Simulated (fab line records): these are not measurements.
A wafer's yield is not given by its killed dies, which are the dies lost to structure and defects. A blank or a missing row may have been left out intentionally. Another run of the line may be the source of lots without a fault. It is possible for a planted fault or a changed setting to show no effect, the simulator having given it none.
Check of tool commonality :: flow gf180mcu :: 33 wafers sampled across 11 lots

## WHY THIS WAS OPENED
Of 11 lots, 3 have the reading DUAL_GATE_OXIDATION_00_THK flagged at GF_DUAL_GATE_THK_MEAS_03. No-fault wafers: 10.86 nm, standard deviation 0.21.
Rule: flag the lot when none of its wafers has a number, or when each of its wafers that has one lies beyond 4 standard deviations from that mean. The rest of the lots are taken to be sound.

lot: L539
measured: day 7 16:35
on: filmMetro-01
DUAL_GATE_OXIDATION_00_THK (nm), wafer by wafer: 11.22 11.42 11.39
flag: 

lot: L540
measured: day 8 00:31
on: filmMetro-01
DUAL_GATE_OXIDATION_00_THK (nm), wafer by wafer: 10.48 10.39 10.53
flag: 

lot: L542
measured: day 8 11:49
on: filmMetro-01
DUAL_GATE_OXIDATION_00_THK (nm), wafer by wafer: 10.59 10.62 10.68
flag: 

lot: L544
measured: day 9 01:47
on: filmMetro-01
DUAL_GATE_OXIDATION_00_THK (nm), wafer by wafer: 10.69 10.79 11.01
flag: 

lot: L548
measured: day 10 18:20
on: filmMetro-03
DUAL_GATE_OXIDATION_00_THK (nm), wafer by wafer: 11.00 10.99 10.99
flag: 

lot: L549
measured: day 10 18:20
on: filmMetro-01
DUAL_GATE_OXIDATION_00_THK (nm), wafer by wafer: 10.79 10.72 10.79
flag: 

lot: L550
measured: day 11 02:56
on: filmMetro-01
DUAL_GATE_OXIDATION_00_THK (nm), wafer by wafer: 11.11 11.00 11.03
flag: 

lot: L553
measured: day 11 16:40
on: filmMetro-03
DUAL_GATE_OXIDATION_00_THK (nm), wafer by wafer: 12.21 12.00 12.41
flag: FLAGGED

lot: L554
measured: day 11 18:12
on: filmMetro-02
DUAL_GATE_OXIDATION_00_THK (nm), wafer by wafer: 12.40 12.52 12.45
flag: FLAGGED

lot: L555
measured: day 12 01:58
on: filmMetro-03
DUAL_GATE_OXIDATION_00_THK (nm), wafer by wafer: 12.06 12.15 12.10
flag: FLAGGED

lot: L556
measured: day 12 08:59
on: filmMetro-02
DUAL_GATE_OXIDATION_00_THK (nm), wafer by wafer: 10.76 10.79 10.76
flag: 
The mean of the flagged lots' numbers is 12.26 nm, +1.40 nm from the usual (+7 standard deviations).

## LOT BY LOT: THE TOOL USED
The record holds 3 process steps before the reading, out of a route of 602 steps. Read each cell as the tool, then ch plus the chambers that the sampled wafers visited, then the start.
lot: L539
flag: 
GF_VT_IMPLANT_STRIP_20: plasmaAsher-04 ch 0,1, day 6 07:32
GF_VT_IMPLANT_STRIP_31: plasmaAsher-01 ch 0,1, day 6 23:11
GF_DUAL_GATE_OXIDATION_02: furnace-01 ch 0, day 7 15:08

lot: L540
flag: 
GF_VT_IMPLANT_STRIP_20: plasmaAsher-01 ch 0,1, day 6 14:17
GF_VT_IMPLANT_STRIP_31: plasmaAsher-02 ch 0,1, day 7 05:41
GF_DUAL_GATE_OXIDATION_02: furnace-02 ch 0, day 7 23:05

lot: L542
flag: 
GF_VT_IMPLANT_STRIP_20: plasmaAsher-04 ch 0,1, day 7 01:13
GF_VT_IMPLANT_STRIP_31: plasmaAsher-01 ch 0,1, day 7 16:38
GF_DUAL_GATE_OXIDATION_02: furnace-02 ch 0, day 8 10:22

lot: L544
flag: 
GF_VT_IMPLANT_STRIP_20: plasmaAsher-04 ch 0,1, day 7 13:18
GF_VT_IMPLANT_STRIP_31: plasmaAsher-01 ch 0,1, day 8 05:18
GF_DUAL_GATE_OXIDATION_02: furnace-01 ch 0, day 9 00:19

lot: L548
flag: 
GF_VT_IMPLANT_STRIP_20: plasmaAsher-01 ch 0,1, day 8 23:02
GF_VT_IMPLANT_STRIP_31: plasmaAsher-01 ch 0,1, day 9 16:23
GF_DUAL_GATE_OXIDATION_02: furnace-02 ch 0, day 10 16:53

lot: L549
flag: 
GF_VT_IMPLANT_STRIP_20: plasmaAsher-04 ch 0,1, day 9 02:29
GF_VT_IMPLANT_STRIP_31: plasmaAsher-01 ch 0,1, day 9 18:46
GF_DUAL_GATE_OXIDATION_02: furnace-02 ch 0, day 10 16:53

lot: L550
flag: 
GF_VT_IMPLANT_STRIP_20: plasmaAsher-01 ch 0,1, day 9 09:10
GF_VT_IMPLANT_STRIP_31: plasmaAsher-01 ch 0,1, day 10 03:34
GF_DUAL_GATE_OXIDATION_02: furnace-02 ch 0, day 11 01:28

lot: L553
flag: FLAGGED
GF_VT_IMPLANT_STRIP_20: plasmaAsher-04 ch 0,1, day 10 03:52
GF_VT_IMPLANT_STRIP_31: plasmaAsher-02 ch 0,1, day 10 20:40
GF_DUAL_GATE_OXIDATION_02: furnace-02 ch 0, day 11 15:12

lot: L554
flag: FLAGGED
GF_VT_IMPLANT_STRIP_20: plasmaAsher-01 ch 0,1, day 10 05:05
GF_VT_IMPLANT_STRIP_31: plasmaAsher-01 ch 0,1, day 10 22:11
GF_DUAL_GATE_OXIDATION_02: furnace-02 ch 0, day 11 16:45

lot: L555
flag: FLAGGED
GF_VT_IMPLANT_STRIP_20: plasmaAsher-04 ch 0,1, day 10 12:06
GF_VT_IMPLANT_STRIP_31: plasmaAsher-02 ch 0,1, day 11 05:10
GF_DUAL_GATE_OXIDATION_02: furnace-02 ch 0, day 12 00:30

lot: L556
flag: 
GF_VT_IMPLANT_STRIP_20: plasmaAsher-01 ch 0,1, day 10 18:10
GF_VT_IMPLANT_STRIP_31: plasmaAsher-01 ch 0,1, day 11 11:40
GF_DUAL_GATE_OXIDATION_02: furnace-01 ch 0, day 12 07:31
What is done by these steps:
- GF_VT_IMPLANT_STRIP_20: strips in O2/N2.
- GF_VT_IMPLANT_STRIP_31: strips in O2/N2.
- GF_DUAL_GATE_OXIDATION_02: stabilise 600 s, purge 300 s, target thk 10.887 nm.
- GF_DUAL_GATE_THK_MEAS_03

## FLAGGED OVER TOTAL, TOOL BY TOOL (the gauges that took the reading come last)
step: GF_VT_IMPLANT_STRIP_20
tool: plasmaAsher-01
lots run: 5
flagged: 1
share of the flagged lots: some
sound lots run after its first flagged lot: 1 (L556)

step: GF_VT_IMPLANT_STRIP_20
tool: plasmaAsher-04
lots run: 6
flagged: 2
share of the flagged lots: some
sound lots run after its first flagged lot: 0

step: GF_VT_IMPLANT_STRIP_31
tool: plasmaAsher-01
lots run: 8
flagged: 1
share of the flagged lots: some
sound lots run after its first flagged lot: 1 (L556)

step: GF_VT_IMPLANT_STRIP_31
tool: plasmaAsher-02
lots run: 3
flagged: 2
share of the flagged lots: some
sound lots run after its first flagged lot: 0

step: GF_DUAL_GATE_OXIDATION_02
tool: furnace-01
lots run: 3
flagged: 0
share of the flagged lots: none
sound lots run after its first flagged lot: -

step: GF_DUAL_GATE_OXIDATION_02
tool: furnace-02
lots run: 8
flagged: 3
share of the flagged lots: all
sound lots run after its first flagged lot: 0

step: GF_DUAL_GATE_THK_MEAS_03
tool: filmMetro-01
lots run: 6
flagged: 0
share of the flagged lots: none
sound lots run after its first flagged lot: -

step: GF_DUAL_GATE_THK_MEAS_03
tool: filmMetro-02
lots run: 2
flagged: 1
share of the flagged lots: some
sound lots run after its first flagged lot: 1 (L556)

step: GF_DUAL_GATE_THK_MEAS_03
tool: filmMetro-03
lots run: 3
flagged: 2
share of the flagged lots: some
sound lots run after its first flagged lot: 0

## WHAT IS ALLOWED BY THE TABLE
Rows of the table that ran each flagged lot: 1, that is furnace-02 at GF_DUAL_GATE_OXIDATION_02.
- furnace-02 at GF_DUAL_GATE_OXIDATION_02: 3 of its 8 lots flagged. Last sound lot L550 at day 11 01:28, first flagged lot L553 at day 11 15:12; a fault beginning in between fits. Its own readings (spikeTcBottomC, spikeTcCentreC, spikeTcLowerC, spikeTcTopC, spikeTcUpperC) fall more than 4 standard deviations out on all wafers of the flagged lots.
What remains is a single tool, furnace-02 at GF_DUAL_GATE_OXIDATION_02.

## WHAT HAD BEEN PUT IN BY THE SIMULATOR
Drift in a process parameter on furnace-02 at GF_DUAL_GATE_OXIDATION_02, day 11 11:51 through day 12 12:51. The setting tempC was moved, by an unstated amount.
Struck lots among those shown: L553, L554, L555. The rule given above showed the same thing.
